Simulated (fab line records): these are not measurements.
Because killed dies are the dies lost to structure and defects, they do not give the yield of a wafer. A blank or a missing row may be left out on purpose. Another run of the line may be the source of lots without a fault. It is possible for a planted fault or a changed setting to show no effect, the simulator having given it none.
8D (eight disciplines) problem report, filled in by code / flow sfq-line / the parts of the form that need people (team, actions taken, sign-off) are left out

== 1. THE ISSUE ==
Mean of exposure-dose-mJ-cm2 at SFQ_TRILAYER_C5_LITHO_EXPOSE_152: 22.774 across 9 wafers in 3 lots; on wafers with no fault it is 21.297 (standard deviation 0.023). That is +64 standard deviations from the usual mean.
The step: exposes mask C5, target cd 500 nm.
The first sign was on wafer L402.2 at day 62 06:05, on krf-scanner-01. At this step, 39 wafers from 13 lots have a number in the record. The rule behind "out" and "out of limits": a value lying over 4 standard deviations away from the usual mean. The other wafers with a number count as sound.

== 2. WHAT IT IS, WHAT IT ISN'T ==
question=which readings at this step | is=exposure-dose-mJ-cm2 | is not=-
question=which lots | is=L402, L403, L411 | is not=L400, L401, L404, L417, L418, L419, L420, L421, L422, L423
question=which wafers of those lots | is=all that have a number | is not=-
question=read on which tools | is=krf-scanner-01 | is not=krf-scanner-02
question=when | is=from day 62 06:05 | is not=up to then (6 sound wafers); but 24 sound wafers of L404, L417, L418, L419, L420, L421, L422, L423 came after

== 3. WHAT RULES OUT EACH SUSPECT ==
Counting: a tool at any process step up to the reading remains a suspect when it ran all the lots that are out and ran no sound lot after the first of those.
- krf-scanner-01 at SFQ_TRILAYER_C5_LITHO_EXPOSE_152 (exposes mask C5, target cd 500 nm): kept. All lots that are out passed through it, beginning with L402 at day 62 06:05, and no sound lot followed; its final sound lot before that point was L401 at day 61 21:53. Its own exposure-dose-mJ-cm2 readings are out on those wafers.
Remaining after the count: krf-scanner-01 at SFQ_TRILAYER_C5_LITHO_EXPOSE_152.

== 4. THE CAUSE (what the simulator had put in) ==
Process parameter drift: krf-scanner-01, from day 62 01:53 on, at SFQ_TRILAYER_C5_LITHO_EXPOSE_152. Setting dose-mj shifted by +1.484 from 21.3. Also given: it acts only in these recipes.
Only this tool survived the counting.

== 5. THE EFFECT CHAIN, in route order ==
Each row: a reading whose mean over the struck wafers that have a number lies more than 3 standard deviations from the usual. Only readings whose record carries a usual standard deviation are examined. hours: median over the lots of the time between each lot's start at the first step of this table that gives one and its start at this step. sigmas: the change, counted in usual standard deviations.
hours=0; step=SFQ_TRILAYER_C5_LITHO_EXPOSE_152; reading=exposure-dose-mJ-cm2; usual=21.297; on struck wafers=22.774; change=+1.477; sigmas=+64
The process steps in it:
- SFQ_TRILAYER_C5_LITHO_EXPOSE_152: exposes mask C5, target cd 500 nm.

== 6. HOW IT WOULD HAVE BEEN CAUGHT EARLIER ==
4 hours passed between the start of the fault at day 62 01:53 and the first reading out of limits in this record, taken at day 62 06:05.
